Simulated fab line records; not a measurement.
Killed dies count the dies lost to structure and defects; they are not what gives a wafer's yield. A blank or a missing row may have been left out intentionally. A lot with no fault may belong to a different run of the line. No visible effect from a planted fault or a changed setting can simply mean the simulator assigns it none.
What tool caused it? -- flow sky130 -- Sampling: 7 lots, 20 wafers, 2 of 708 route steps

## WHAT THE GAUGES READ, wafer by wafer
SKY_GATE_OXIDE_TW_MEAS_14.
lot,measured,on,GATE_OXIDE_TW
L231,day 14 02:58,film metro-02,221.7 221.3 221.7
L234,day 15 06:44,film metro-04,224.3 225.0 224.1
L236,day 15 20:15,film metro-04,223.7 225.4 225.9
L240,day 17 02:50,film metro-04,225.1 224.7 224.6
L246,day 19 07:23,film metro-02,29.8 221.6
L249,day 20 12:47,film metro-02,221.9 221.9 222.9
L252,day 21 13:03,film metro-04,226.3 227.5 226.5

## WHAT TOOL EACH LOT RAN ON (gives the tool, then ch and the chambers of the sampled wafers, and finally the start)
lot,SKY_GATE_OXIDE_DEVELOP_09
L231,"litho track-01 ch 0, day 14 02:26"
L234,"litho track-04 ch 0, day 15 06:11"
L236,"litho track-02 ch 0, day 15 19:44"
L240,"litho track-01 ch 0, day 17 02:19"
L246,"litho track-04 ch 0, day 19 06:50"
L249,"litho track-02 ch 0, day 20 12:15"
L252,"litho track-01 ch 0, day 21 12:31"
- SKY_GATE_OXIDE_DEVELOP_09: develop time 60 s.

## THE ANSWER, worked out from the rows above alone
Rule: the usual values come from the lots themselves. Put in order of their means at a reading, lots are off if they are a third of the lots or fewer, leave a main group of 4 or more, and stand apart from it by a gap of 3 or more times the standard deviation of the main group's means; of several such gaps the widest counts. The tables above print the reading to a certain number of digits; a main group whose means all agree to those digits is not used. Also off: a lot with no number at a reading for which 4 or more lots have one. All remaining lots with rows at the step are treated as sound.
Off: L246, seen at SKY_GATE_OXIDE_TW_MEAS_14 (GATE_OXIDE_TW). Main group: mean 224.1, sd 1.8.
If a tool, at a process step before that reading, ran all the lots that are off and no sound lot after the first of them, it fits. Gauges at SKY_GATE_OXIDE_TW_MEAS_14: tried the same way as those tools. One fits: litho track-04 at SKY_GATE_OXIDE_DEVELOP_09. Its last sound lot is L234 (day 15 06:11), its first lot that is off L246 (day 19 06:50): a fault that began between those two fits.

## WHAT WAS PUT IN BY THE SIMULATOR
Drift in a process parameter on litho track-04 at SKY_GATE_OXIDE_DEVELOP_09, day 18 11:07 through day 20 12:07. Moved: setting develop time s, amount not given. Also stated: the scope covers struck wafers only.
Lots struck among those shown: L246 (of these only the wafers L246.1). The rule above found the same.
